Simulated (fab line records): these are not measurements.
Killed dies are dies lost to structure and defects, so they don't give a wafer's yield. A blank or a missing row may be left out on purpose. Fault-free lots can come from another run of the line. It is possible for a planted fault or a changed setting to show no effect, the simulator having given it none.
What tool caused it? -- flow gf180mcu -- 13 lots, 39 wafers sampled, at 2 steps of a route of 602

== WHAT THE GAUGES SHOWED, per wafer ==
GF_M4_OVL_MEAS_15. Usual: for M4_OVL the level is -1 nm and the standard deviation is 5.
lot,measured,on,M4_OVL (nm),flag
L312,day 23 11:30,overlay-01,0 1 2,
L313,day 24 00:59,overlay-01,-2 3 -4,
L314,day 24 03:20,overlay-01,3 2 3,
L316,day 24 18:55,overlay-01,-4 -5 -3,
L317,day 25 06:41,overlay-01,-3 -6 -10,
L318,day 25 14:32,overlay-02,-4 2 1,
L319,day 25 19:50,overlay-02,-9 -5 -8,
L322,day 26 21:20,overlay-02,-4 0 -4,
L328,day 28 18:51,overlay-01,-9 -1 -1,
L329,day 29 05:13,overlay-02,2 7 6,
L331,day 29 12:51,overlay-01,-12 -2 -9,
L334,day 30 07:28,overlay-02,-7 0 3,
L335,day 30 14:29,overlay-01,-3 -5 -2,

== TOOL THAT RAN EACH LOT (tool first, then ch and the chambers of the sampled wafers, then the start) ==
lot,GF_VT_IMPLANT_STRIP_31
L312,"plasma asher-03 ch 1, day 6 21:57"
L313,"plasma asher-03 ch 0,1, day 7 01:15"
L314,"plasma asher-01 ch 0,1, day 7 08:06"
L316,"plasma asher-01 ch 0,1, day 7 21:23"
L317,"plasma asher-03 ch 0,1, day 8 06:55"
L318,"plasma asher-03 ch 0,1, day 8 11:03"
L319,"plasma asher-03 ch 0,1, day 8 16:50"
L322,"plasma asher-02 ch 0,1, day 9 14:06"
L328,"plasma asher-03 ch 0,1, day 11 05:20"
L329,"plasma asher-02 ch 0,1, day 11 14:52"
L331,"plasma asher-02 ch 0,1, day 12 01:11"
L334,"plasma asher-01 ch 0,1, day 12 20:37"
L335,"plasma asher-03 ch 0,1, day 13 04:50"
- GF_VT_IMPLANT_STRIP_31: strips in O2/N2.

== AS READ BY THE TOOLS THEMSELVES (means over the sampled wafers that have a number; for cases with no such wafer, the mark the record gives instead) ==
GF_VT_IMPLANT_STRIP_31. Usual: drypump motor current A 5.8 A, standard deviation 0.63; heater power w 300 W, standard deviation 17; oes product au 0.714 a.u., standard deviation 0.0042; platen temp c 249.99 C, standard deviation 0.18; strip time to endpoint s 12.68 s, standard deviation 0.033.
lot,tool,drypump motor current A (A),heater power w (W),oes product au (a.u.),platen temp c (C),strip time to endpoint s (s),flag
L312,plasma asher-03,5.7,305,0.716,250.03,12.67,
L313,plasma asher-03,6.0,298,0.719,249.83,12.65,
L314,plasma asher-01,5.9,319,0.714,250.01,12.71,
L316,plasma asher-01,5.4,311,0.710,250.03,12.65,
L317,plasma asher-03,6.0,296,0.711,249.93,12.68,
L318,plasma asher-03,6.0,294,0.715,250.09,12.68,
L319,plasma asher-03,5.8,300,0.712,250.06,12.64,
L322,plasma asher-02,6.0,280,0.710,250.14,12.75,
L328,plasma asher-03,6.0,294,0.714,249.91,12.71,
L329,plasma asher-02,5.4,292,0.714,250.09,12.69,
L331,plasma asher-02,5.4,291,0.713,250.03,12.69,
L334,plasma asher-01,5.9,311,0.711,250.18,12.69,
L335,plasma asher-03,6.0,292,0.710,249.78,12.69,

== THE ANSWER, worked out from the rows above alone ==
Rule: take the mean of a lot's wafers that have a number; if it is more than 3 standard deviations from the usual mean, the lot is off. Also off: a lot with no number at a reading for which 4 or more lots have one. Where the step has rows for the other lots, those lots are counted as sound. After the gauges, taken in route order, come the tools' own readings; for these a lot's mean is taken, as printed above. At the first step where some lot is off, the reading lying furthest off is the one used; lots without a number count as furthest.
Nothing can be told from this: no lot is off at any reading shown.

== WHAT WAS PUT IN BY THE SIMULATOR ==
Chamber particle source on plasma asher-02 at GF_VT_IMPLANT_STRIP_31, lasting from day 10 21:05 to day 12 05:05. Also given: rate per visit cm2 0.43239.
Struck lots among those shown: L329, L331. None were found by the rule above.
